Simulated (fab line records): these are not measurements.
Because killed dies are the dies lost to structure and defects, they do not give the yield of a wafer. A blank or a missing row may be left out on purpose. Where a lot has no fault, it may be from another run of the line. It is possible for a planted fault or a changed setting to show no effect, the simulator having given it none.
Problem report in the 8D (eight disciplines) form, filled by code | flow gf180mcu | the parts of the form that need people (team, actions taken, sign-off) are left out

1. THE ISSUE
At GF_V1_ETCH_17, bias-w averages 1234 W over 6 wafers from 2 lots, while fault-free wafers read 1200 W, standard deviation 3.7. Measured from the usual mean, that is +9.2 standard deviations.
The step: etches SiO2 in C4F8/O2/Ar, stops on TiN, target depth 630 nm.
The first sign was on wafer L332.1 at day 24 12:00, on rie-diel-01. At this step, 39 wafers from 13 lots have a number in the record. By rule, "out" or "out of limits" means more than 4 standard deviations away from the usual mean. The other wafers with a number count as sound.

2. WHAT IT IS AND WHAT IT IS NOT
question                    | is                     | is not
which readings at this step | bias-w                 | oes-product-au
which lots                  | L332, L334             | L315, L317, L319, L320, L321, L322, L323, L324, L328, L329, L330
which wafers of those lots  | all that have a number | -
read on which tools         | rie-diel-01            | rie-diel-02, rie-diel-04
when                        | from day 24 12:00      | up to then (33 sound wafers)

3. SUSPECTS, AND WHAT RULES EACH OUT
Counting: a tool stays on the suspect list if, at a process step up to the reading, it processed all lots that are out and no sound lot following the first of them.
- rie-diel-01 at GF_V1_ETCH_17 (etches SiO2 in C4F8/O2/Ar, stops on TiN, target depth 630 nm): kept. It ran every lot that is out, first L332 (day 24 12:00), and no sound lot after that; its last sound lot up to then is L322 (day 20 19:00). Its own bias-w readings are out on those wafers.
The count leaves rie-diel-01 at GF_V1_ETCH_17.

4. THE CAUSE (what the simulator had put in)
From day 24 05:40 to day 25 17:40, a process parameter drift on rie-diel-01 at GF_V1_ETCH_17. Setting bias-w shifted by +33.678 from 1200. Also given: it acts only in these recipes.
Only this tool survived the counting.

5. SEQUENCE OF EFFECTS, ordered by route
Rows list readings where the struck wafers' mean (over those with a number) sits beyond 3 standard deviations from the usual. Readings are gone through only where the record gives a usual standard deviation; hours: the median, over the lots, of the time from a lot's start at the first step in this table giving one to that lot's start at this step; sigmas: the change measured in usual standard deviations.
hours | step          | reading | usual  | on struck wafers | change | sigmas
0     | GF_V1_ETCH_17 | bias-w  | 1200 W | 1234             | +34    | +9.2
The process steps in it:
- GF_V1_ETCH_17: etches SiO2 in C4F8/O2/Ar, stops on TiN, target depth 630 nm.

6. HOW IT WOULD HAVE BEEN CAUGHT EARLIER
In this record no reading fell out of limits until day 24 12:00, 6 hours after the fault had begun at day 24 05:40.
